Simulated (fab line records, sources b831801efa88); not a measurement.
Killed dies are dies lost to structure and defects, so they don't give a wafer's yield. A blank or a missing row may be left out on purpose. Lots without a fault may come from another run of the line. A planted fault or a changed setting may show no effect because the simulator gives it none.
Which tool did it? | flow sky130 | 12 lots, 36 wafers sampled, at 6 steps of a route of 708

WHAT THE GAUGES READ, wafer by wafer
SKY_LDD_N_TW_MEAS_17.
lot  | measured     | on            | LDD_N_TW
L272 | day 18 11:40 | film_metro-01 | 2611 2587 2600
L275 | day 19 16:52 | film_metro-01 | 2614 2596 2594
L278 | day 20 17:50 | film_metro-01 | 2611 2605 2618
L279 | day 21 12:25 | film_metro-01 | 2611 2605 2611
L280 | day 21 13:50 | film_metro-04 | 2577 2566 2565
L281 | day 21 18:26 | film_metro-03 | 2512 2517 2518
L282 | day 21 23:58 | film_metro-03 | 2524 2546 2547
L284 | day 22 18:23 | film_metro-04 | 2569 2566 2571
L285 | day 23 04:20 | film_metro-01 | 2613 2613 2617
L286 | day 23 10:13 | film_metro-03 | 2539 2539 2544
L289 | day 24 13:53 | film_metro-04 | 2560 2565 2571
L294 | day 26 04:08 | film_metro-03 | 2527 2538 2531

SKY_LDD_P_CD_MEAS_07: target cd 380 nm.
lot  | measured     | on        | cd_nm (nm)
L272 | day 19 18:19 | cd_sem-02 | 379.0 379.5 378.9
L275 | day 20 23:28 | cd_sem-01 | 378.4 377.6 376.7
L278 | day 22 00:46 | cd_sem-01 | 381.5 381.0 382.9
L279 | day 22 18:40 | cd_sem-02 | 377.1 377.5 378.8
L280 | day 22 19:55 | cd_sem-02 | 379.8 378.3 377.6
L281 | day 22 23:59 | cd_sem-01 | 378.9 378.8 377.4
L282 | day 23 05:51 | cd_sem-01 | 376.6 376.3 375.8
L284 | day 24 01:01 | cd_sem-02 | 379.7 378.3 377.9
L285 | day 24 10:25 | cd_sem-02 | 376.5 379.4 377.3
L286 | day 24 17:00 | cd_sem-01 | 379.9 381.2 380.3
L289 | day 25 18:53 | cd_sem-01 | 379.8 381.7 378.9
L294 | day 27 09:34 | cd_sem-01 | 375.6 375.1 377.2

SKY_POLY_CUT_CD_MEAS_08: target cd 270 nm.
lot  | measured     | on        | cd_nm (nm)
L272 | day 24 21:32 | cd_sem-02 | 268.5 267.6 268.1
L275 | day 26 03:52 | cd_sem-01 | 268.2 268.0 267.9
L278 | day 27 07:02 | cd_sem-01 | 268.8 268.7 268.9
L279 | day 27 22:04 | cd_sem-02 | 270.7 271.6 272.8
L280 | day 27 22:52 | cd_sem-01 | 269.4 269.1 269.5
L281 | day 28 03:02 | cd_sem-01 | 271.4 271.5 270.7
L282 | day 28 07:43 | cd_sem-01 | 269.3 269.5 269.1
L284 | day 29 02:02 | cd_sem-02 | 268.3 268.9 268.4
L285 | day 29 12:22 | cd_sem-01 | 270.7 270.3 270.4
L286 | day 29 16:42 | cd_sem-01 | 272.1 271.3 271.5
L289 | day 30 18:13 | cd_sem-01 | 271.2 271.5 270.6
L294 | day 32 04:37 | cd_sem-02 | 268.2 269.1 267.8

SKY_SD_P_TW_MEAS_11.
lot  | measured     | on            | SD_P_TW
L272 | day 26 03:12 | film_metro-01 | 2861 2858 2871
L275 | day 27 10:11 | film_metro-03 | 2775 2791 2777
L278 | day 28 12:29 | film_metro-01 | 2873 2871 2869
L279 | day 29 03:41 | film_metro-03 | 2790 2790 2780
L280 | day 29 04:14 | film_metro-02 | 2857 2849 2850
L281 | day 29 07:56 | film_metro-02 | 2854 2856 2848
L282 | day 29 13:10 | film_metro-03 | 2758 2774 2773
L284 | day 30 07:00 | film_metro-03 | 29 30 29 29 30 30
L285 | day 30 17:14 | film_metro-03 | 29 30 30 29 29 29
L286 | day 30 21:55 | film_metro-03 | 30 30 29 29 29 29
L289 | day 31 22:08 | film_metro-03 | 2774 2770 2764
L294 | day 33 07:23 | film_metro-01 | 2868 2846 2859

WHICH TOOL RAN EACH LOT (tool, then ch and the chambers of the sampled wafers, then the start)
lot  | SKY_POLY_CUT_STRIP_12                | SKY_SD_P_STRIP_10
L272 | plasma_asher-04 ch 0,1, day 24 21:44 | plasma_asher-02 ch 0,1, day 26 03:06
L275 | plasma_asher-03 ch 0,1, day 26 04:05 | plasma_asher-01 ch 0,1, day 27 10:04
L278 | plasma_asher-02 ch 0,1, day 27 07:17 | plasma_asher-04 ch 0,1, day 28 12:23
L279 | plasma_asher-04 ch 0,1, day 27 22:18 | plasma_asher-01 ch 0,1, day 29 03:35
L280 | plasma_asher-03 ch 0,1, day 27 23:05 | plasma_asher-01 ch 0,1, day 29 04:07
L281 | plasma_asher-02 ch 0,1, day 28 03:15 | plasma_asher-02 ch 0,1, day 29 07:49
L282 | plasma_asher-02 ch 0,1, day 28 07:57 | plasma_asher-04 ch 0,1, day 29 13:04
L284 | plasma_asher-04 ch 0,1, day 29 02:17 | plasma_asher-01 ch 0,1, day 30 06:54
L285 | plasma_asher-03 ch 0,1, day 29 12:35 | plasma_asher-01 ch 0, day 30 17:07
L286 | plasma_asher-02 ch 0,1, day 29 16:56 | plasma_asher-04 ch 0,1, day 30 21:49
L289 | plasma_asher-04 ch 0,1, day 30 18:26 | plasma_asher-02 ch 0,1, day 31 22:01
L294 | plasma_asher-03 ch 0,1, day 32 04:50 | plasma_asher-02 ch 0,1, day 33 07:16
- SKY_POLY_CUT_STRIP_12: strips in O2/N2.
- SKY_SD_P_STRIP_10: strips in O2/N2.

WHAT THE TOOLS THEMSELVES READ (means of the sampled wafers that have a number; where no wafer has one, the mark that the record gives instead)
SKY_POLY_CUT_STRIP_12.
lot  | tool            | chamber_pressure_mTorr (mTorr) | drypump_motor_current_A (A) | n2_flow_sccm (sccm) | oes_product_au (a.u.) | strip_time_to_endpoint_s (s)
L272 | plasma_asher-04 | 1499.6                         | 5.6                         | 300.4               | 0.456                 | 5.357
L275 | plasma_asher-03 | 1501.2                         | 6.0                         | 299.7               | 0.446                 | 5.350
L278 | plasma_asher-02 | 1499.1                         | 5.9                         | 301.0               | 0.452                 | 5.362
L279 | plasma_asher-04 | 1499.6                         | 5.6                         | 300.7               | 0.453                 | 5.358
L280 | plasma_asher-03 | 1499.7                         | 6.0                         | 300.6               | 0.448                 | 5.357
L281 | plasma_asher-02 | 1500.6                         | 5.9                         | 300.3               | 0.449                 | 5.332
L282 | plasma_asher-02 | 1499.7                         | 5.9                         | 299.9               | 0.450                 | 5.360
L284 | plasma_asher-04 | -                              | -                           | -                   | -                     | -
L285 | plasma_asher-03 | -                              | -                           | -                   | -                     | -
L286 | plasma_asher-02 | -                              | -                           | -                   | -                     | -
L289 | plasma_asher-04 | 1498.7                         | 5.4                         | 300.4               | 0.452                 | 5.362
L294 | plasma_asher-03 | 1499.0                         | 6.0                         | 300.4               | 0.459                 | 5.369

SKY_SD_P_STRIP_10.
lot  | tool            | chamber_pressure_mTorr (mTorr) | drypump_motor_current_A (A) | n2_flow_sccm (sccm) | oes_product_au (a.u.) | strip_time_to_endpoint_s (s)
L272 | plasma_asher-02 | 1500.3                         | 6.1                         | 299.6               | 0.619                 | 17.54
L275 | plasma_asher-01 | 1498.3                         | 5.9                         | 300.0               | 0.615                 | 17.50
L278 | plasma_asher-04 | 1500.8                         | 5.4                         | 299.2               | 0.615                 | 17.61
L279 | plasma_asher-01 | 1499.5                         | 5.9                         | 300.4               | 0.617                 | 17.57
L280 | plasma_asher-01 | 1500.1                         | 5.5                         | 299.4               | 0.615                 | 17.53
L281 | plasma_asher-02 | 1501.5                         | 5.9                         | 300.2               | 0.614                 | 17.54
L282 | plasma_asher-04 | 1500.9                         | 5.6                         | 299.7               | 0.614                 | 17.53
L284 | plasma_asher-01 | 1500.6                         | 5.9                         | 300.2               | 0.574                 | 22.92
L285 | plasma_asher-01 | 1500.1                         | 6.3                         | 299.8               | 0.579                 | 22.94
L286 | plasma_asher-04 | 1499.5                         | 5.4                         | 298.6               | 0.575                 | 22.88
L289 | plasma_asher-02 | 1500.2                         | 6.1                         | 300.0               | 0.616                 | 17.48
L294 | plasma_asher-02 | 1499.6                         | 6.1                         | 299.1               | 0.621                 | 17.55

THE ANSWER, worked out from the rows above alone
Rule: what is usual is taken from the lots themselves. Put in order of their means at a reading, lots are off if they are a third of the lots or fewer, leave a main group of 4 or more, and stand apart from it by a gap of 3 or more times the standard deviation of the main group's means; of several such gaps the widest counts. A main group whose means are all the same, to the digits that the tables above print for the reading, isn't used. A lot without any number at a reading at which 4 lots or more have one is off too. The other lots that the step has rows for count as sound. The gauges are gone through in route order, then the tools' own readings, and for those a lot's mean is taken as printed above. The first step at which some lot is off is used, and at that step the reading that is off furthest; a lot without a number counts as furthest.
Off: L284, L285, L286, at SKY_SD_P_TW_MEAS_11 (SD_P_TW). The main group: mean 2822, standard deviation 42.
A tool fits if, at a process step before that reading, it ran every lot that is off, and no sound lot after the first of them. The gauges at SKY_SD_P_TW_MEAS_11 aren't tried: what is off there is off at SKY_POLY_CUT_STRIP_12 too, on other tools, and a gauge's error can't cause that. None of those tried fits.

WHAT THE SIMULATOR HAD PUT IN
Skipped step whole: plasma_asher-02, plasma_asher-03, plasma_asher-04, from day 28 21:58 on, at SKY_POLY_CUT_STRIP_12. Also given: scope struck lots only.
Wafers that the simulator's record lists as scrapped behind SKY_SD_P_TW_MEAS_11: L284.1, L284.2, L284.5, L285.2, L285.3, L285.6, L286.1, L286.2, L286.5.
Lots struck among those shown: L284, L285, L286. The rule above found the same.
